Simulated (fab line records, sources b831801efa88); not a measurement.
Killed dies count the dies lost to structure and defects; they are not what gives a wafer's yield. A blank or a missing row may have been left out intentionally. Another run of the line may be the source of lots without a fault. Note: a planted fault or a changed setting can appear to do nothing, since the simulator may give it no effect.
Which tool was responsible? + flow sky130 + 36 wafers from 12 lots sampled at 4 of the route's 708 steps

WHAT EACH GAUGE READ, for each wafer
SKY_LDD_LDN_OVL_MEAS_07. Usual: LDD_LDN_OVL typically reads 0.5 nm, with standard deviation 1.3.
| lot  | measured     | on         | LDD_LDN_OVL (nm) | flag |
|------|--------------|------------|------------------|------|
| L670 | day 22 16:13 | overlay-02 | 3.0 1.8 4.3      |      |
| L671 | day 23 04:41 | overlay-02 | -0.4 0.7 -1.0    |      |
| L672 | day 23 17:10 | overlay-02 | -0.7 -0.5 -0.8   |      |
| L675 | day 24 20:41 | overlay-01 | 1.3 0.6 0.8      |      |
| L677 | day 25 08:35 | overlay-01 | 2.8 1.5 2.3      |      |
| L682 | day 27 07:19 | overlay-01 | 0.7 1.5 -0.7     |      |
| L683 | day 27 14:37 | overlay-01 | -2.3 -0.7 -2.5   |      |
| L685 | day 28 10:25 | overlay-02 | 0.1 -0.1 -1.8    |      |
| L687 | day 28 22:54 | overlay-02 | -0.9 0.6 0.5     |      |
| L688 | day 29 05:40 | overlay-01 | -0.7 -1.3 -0.1   |      |
| L691 | day 30 00:47 | overlay-01 | -1.1 1.1 0.2     |      |
| L693 | day 30 21:10 | overlay-01 | 1.1 -0.2 -0.3    |      |

WHICH TOOL RAN EACH LOT (tool, then ch and the chambers of the sampled wafers, then the start)
| lot  | SKY_LDD_N_IMPLANT_15            | SKY_LDD_P_STRIP_10                  | SKY_LDD_HVN_STRIP_09                |
|------|---------------------------------|-------------------------------------|-------------------------------------|
| L670 | implanter-04 ch 0, day 17 13:46 | plasmaAsher-01 ch 0,1, day 18 19:11 | plasmaAsher-03 ch 0,1, day 20 02:16 |
| L671 | implanter-03 ch 0, day 18 01:21 | plasmaAsher-01 ch 0,1, day 19 08:07 | plasmaAsher-03 ch 0,1, day 20 15:15 |
| L672 | implanter-01 ch 0, day 18 14:07 | plasmaAsher-03 ch 0,1, day 19 20:37 | plasmaAsher-03 ch 0,1, day 21 03:33 |
| L675 | implanter-03 ch 0, day 19 18:01 | plasmaAsher-01 ch 0,1, day 21 01:46 | plasmaAsher-04 ch 0,1, day 22 08:37 |
| L677 | implanter-01 ch 0, day 20 07:10 | plasmaAsher-03 ch 0,1, day 21 14:25 | plasmaAsher-02 ch 0,1, day 22 20:54 |
| L682 | implanter-04 ch 0, day 22 08:29 | plasmaAsher-04 ch 0,1, day 23 14:49 | plasmaAsher-02 ch 1, day 24 20:51   |
| L683 | implanter-04 ch 0, day 22 17:00 | plasmaAsher-03 ch 0,1, day 23 23:52 | plasmaAsher-04 ch 0,1, day 25 05:18 |
| L685 | implanter-04 ch 0, day 23 12:36 | plasmaAsher-03 ch 0,1, day 24 19:04 | plasmaAsher-03 ch 0,1, day 26 00:27 |
| L687 | implanter-03 ch 0, day 24 02:20 | plasmaAsher-03 ch 0,1, day 25 08:55 | plasmaAsher-04 ch 0,1, day 26 14:26 |
| L688 | implanter-01 ch 0, day 24 10:36 | plasmaAsher-04 ch 0,1, day 25 15:58 | plasmaAsher-03 ch 0,1, day 26 20:22 |
| L691 | implanter-03 ch 0, day 25 08:23 | plasmaAsher-03 ch 0,1, day 26 13:46 | plasmaAsher-02 ch 0,1, day 27 18:12 |
| L693 | implanter-03 ch 0, day 26 03:47 | plasmaAsher-04 ch 0,1, day 27 08:31 | plasmaAsher-04 ch 0,1, day 28 13:30 |
- SKY_LDD_N_IMPLANT_15
- SKY_LDD_P_STRIP_10: strips in O2/N2.
- SKY_LDD_HVN_STRIP_09: strips in O2/N2.

WHAT THE TOOLS THEMSELVES READ (means of the sampled wafers that have a number; where no wafer has one, the mark that the record gives instead)
SKY_LDD_N_IMPLANT_15. Usual: tiltDeg 30.003 degrees, standard deviation 0.017.
| lot  | tool         | tiltDeg (degrees) | flag |
|------|--------------|-------------------|------|
| L670 | implanter-04 | 30.028            |      |
| L671 | implanter-03 | 30.005            |      |
| L672 | implanter-01 | 30.005            |      |
| L675 | implanter-03 | 30.001            |      |
| L677 | implanter-01 | 30.003            |      |
| L682 | implanter-04 | 30.012            |      |
| L683 | implanter-04 | 30.004            |      |
| L685 | implanter-04 | 30.013            |      |
| L687 | implanter-03 | 30.004            |      |
| L688 | implanter-01 | 29.995            |      |
| L691 | implanter-03 | 29.994            |      |
| L693 | implanter-03 | 29.993            |      |

SKY_LDD_P_STRIP_10. Usual: drypumpMotorCurrentA 5.7 A, standard deviation 0.39; o2FlowSccm 3000 sccm, standard deviation 10; oesProductAu 0.715 a.u., standard deviation 0.0044; stripTimeToEndpointS 14.16 s, standard deviation 0.037.
| lot  | tool           | drypumpMotorCurrentA (A) | o2FlowSccm (sccm) | oesProductAu (a.u.) | stripTimeToEndpointS (s) | flag |
|------|----------------|--------------------------|-------------------|---------------------|--------------------------|------|
| L670 | plasmaAsher-01 | 5.9                      | 2993              | 0.715               | 14.22                    |      |
| L671 | plasmaAsher-01 | 5.9                      | 3005              | 0.711               | 14.22                    |      |
| L672 | plasmaAsher-03 | 5.9                      | 3005              | 0.718               | 14.17                    |      |
| L675 | plasmaAsher-01 | 5.9                      | 3002              | 0.714               | 14.15                    |      |
| L677 | plasmaAsher-03 | 5.9                      | 3009              | 0.714               | 14.10                    |      |
| L682 | plasmaAsher-04 | 5.2                      | 2989              | 0.712               | 14.13                    |      |
| L683 | plasmaAsher-03 | 5.7                      | 3007              | 0.719               | 14.18                    |      |
| L685 | plasmaAsher-03 | 5.8                      | 3006              | 0.714               | 14.15                    |      |
| L687 | plasmaAsher-03 | 5.8                      | 2989              | 0.713               | 14.09                    |      |
| L688 | plasmaAsher-04 | 5.5                      | 2983              | 0.716               | 14.16                    |      |
| L691 | plasmaAsher-03 | 5.9                      | 2995              | 0.716               | 14.20                    |      |
| L693 | plasmaAsher-04 | 5.5                      | 3004              | 0.713               | 14.20                    |      |

SKY_LDD_HVN_STRIP_09. Usual: drypumpMotorCurrentA 5.7 A, standard deviation 0.35; o2FlowSccm 3000 sccm, standard deviation 9; oesProductAu 0.408 a.u., standard deviation 0.0048; stripTimeToEndpointS 4.135 s, standard deviation 0.015.
| lot  | tool           | drypumpMotorCurrentA (A) | o2FlowSccm (sccm) | oesProductAu (a.u.) | stripTimeToEndpointS (s) | flag |
|------|----------------|--------------------------|-------------------|---------------------|--------------------------|------|
| L670 | plasmaAsher-03 | 5.9                      | 2995              | 0.410               | 4.133                    |      |
| L671 | plasmaAsher-03 | 5.9                      | 3005              | 0.412               | 4.135                    |      |
| L672 | plasmaAsher-03 | 5.9                      | 2995              | 0.408               | 4.133                    |      |
| L675 | plasmaAsher-04 | 5.5                      | 3006              | 0.406               | 4.129                    |      |
| L677 | plasmaAsher-02 | 5.9                      | 3003              | 0.412               | 4.150                    |      |
| L682 | plasmaAsher-02 | 5.6                      | 3013              | 0.411               | 4.118                    |      |
| L683 | plasmaAsher-04 | 5.2                      | 3001              | 0.407               | 4.150                    |      |
| L685 | plasmaAsher-03 | 5.7                      | 3005              | 0.411               | 4.144                    |      |
| L687 | plasmaAsher-04 | 5.5                      | 3004              | 0.412               | 4.125                    |      |
| L688 | plasmaAsher-03 | 5.7                      | 2998              | 0.404               | 4.126                    |      |
| L691 | plasmaAsher-02 | 5.9                      | 2994              | 0.407               | 4.116                    |      |
| L693 | plasmaAsher-04 | 5.2                      | 3005              | 0.407               | 4.133                    |      |

THE ANSWER, worked out from the rows above alone
Rule: take the mean of a lot's wafers that have a number; if it is more than 3 standard deviations from the usual mean, the lot is off. Also off: a lot with no number at a reading for which 4 or more lots have one. Where the step has rows for the other lots, those lots are counted as sound. Order of review: gauges by route order, followed by the tools' own readings, for which a lot's mean as printed above is used. The first step at which some lot is off is used, and at that step the reading that is off furthest; a lot without a number counts as furthest.
No lot is off at any reading shown: from this, nothing can be told.

WHAT HAD BEEN PUT IN BY THE SIMULATOR
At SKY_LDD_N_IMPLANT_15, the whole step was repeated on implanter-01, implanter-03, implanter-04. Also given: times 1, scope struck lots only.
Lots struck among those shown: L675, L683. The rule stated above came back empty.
